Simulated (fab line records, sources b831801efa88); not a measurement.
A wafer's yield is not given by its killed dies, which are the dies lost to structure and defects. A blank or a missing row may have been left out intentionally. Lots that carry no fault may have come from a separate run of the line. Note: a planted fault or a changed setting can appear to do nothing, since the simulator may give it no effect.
One fault through the eyes of 2 desks + flow gf180mcu + what lay behind the numbers comes last; until then each desk has only its own

## TOOL OWNER'S DESK, pecvd-01
The tool's own readings at GF_PASSIVATION_CVD_00 (deposits SiO2 from TEOS, target thk 1000 nm, time 111.95 s): means of the sampled wafers that have a number, for each lot that ran on this tool. Marked OUT: a lot whose mean sits more than 4 standard deviations from the usual mean, which makes it out of limits; the brackets give that distance.
Columns: A = heater_power_w at GF_PASSIVATION_CVD_00, usual 658 W; B = rf_fwd_power_W at GF_PASSIVATION_CVD_00, usual 596.8 W
| lot  | first seen here | A   | B               |
|------|-----------------|-----|-----------------|
| L199 | day 27 23:07    | 570 | 597.9           |
| L203 | day 29 02:41    | 563 | 631.1 (+17) OUT |
| L205 | day 29 21:08    | 594 | 661.3 (+32) OUT |
| L206 | day 30 09:37    | 559 | 629.3 (+16) OUT |
This desk finds L203, L205, L206 out of limits, L203 being first, at day 29 02:41 (rf_fwd_power_W at GF_PASSIVATION_CVD_00). L199: within limits.

## THE METROLOGY DESK
What the gauges read, lot by lot, whatever tool the lot ran on: means of the sampled wafers that have a number. Marked OUT: a lot whose mean sits more than 4 standard deviations from the usual mean, which makes it out of limits; the brackets give that distance.
Columns: A = cd_nm at GF_TOP_METAL_CD_MEAS_14, usual 440.4 nm; B = TOP_METAL_OVL at GF_TOP_METAL_OVL_MEAS_15, usual 0.3 nm; C = PASSIVATION_CVD_00_THK at GF_PASSIVATION_THK_MEAS_01, usual 1003 nm
| lot  | first seen here | A     | B    | C    |
|------|-----------------|-------|------|------|
| L199 | day 27 22:14    | 444.1 | 1.0  | 1012 |
| L200 | day 28 01:41    | 439.2 | 0.5  | 996  |
| L203 | day 29 01:47    | 440.7 | 0.2  | 1016 |
| L205 | day 29 20:14    | 440.5 | -1.2 | 1044 |
| L206 | day 30 08:42    | 441.8 | 1.4  | 993  |
| L214 | day 32 07:09    | 442.1 | -1.5 | 997  |
| L219 | day 33 13:17    | 442.5 | 0.1  | 1008 |
Finding of this desk: none of the 7 lots has anything out of limits.

## TAKEN TOGETHER
An alarm could have come from the tool owner's desk at day 29 02:41, on L203, L205, L206.
The metrology desk saw nothing out of limits.
The metrology desk holds a record of L203, L205, L206, inside its limits.
GF_PASSIVATION_CVD_00 was run on pecvd-01 by each of the lots named.

## WHAT THE SIMULATOR PUT IN
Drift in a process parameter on pecvd-01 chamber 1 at GF_PASSIVATION_CVD_00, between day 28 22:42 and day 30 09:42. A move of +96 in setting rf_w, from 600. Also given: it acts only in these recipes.
Shown lots that were struck: L203, L205, L206.
Time in hours from fault onset to the first out-of-limits reading at each desk: the tool owner's desk, 4.
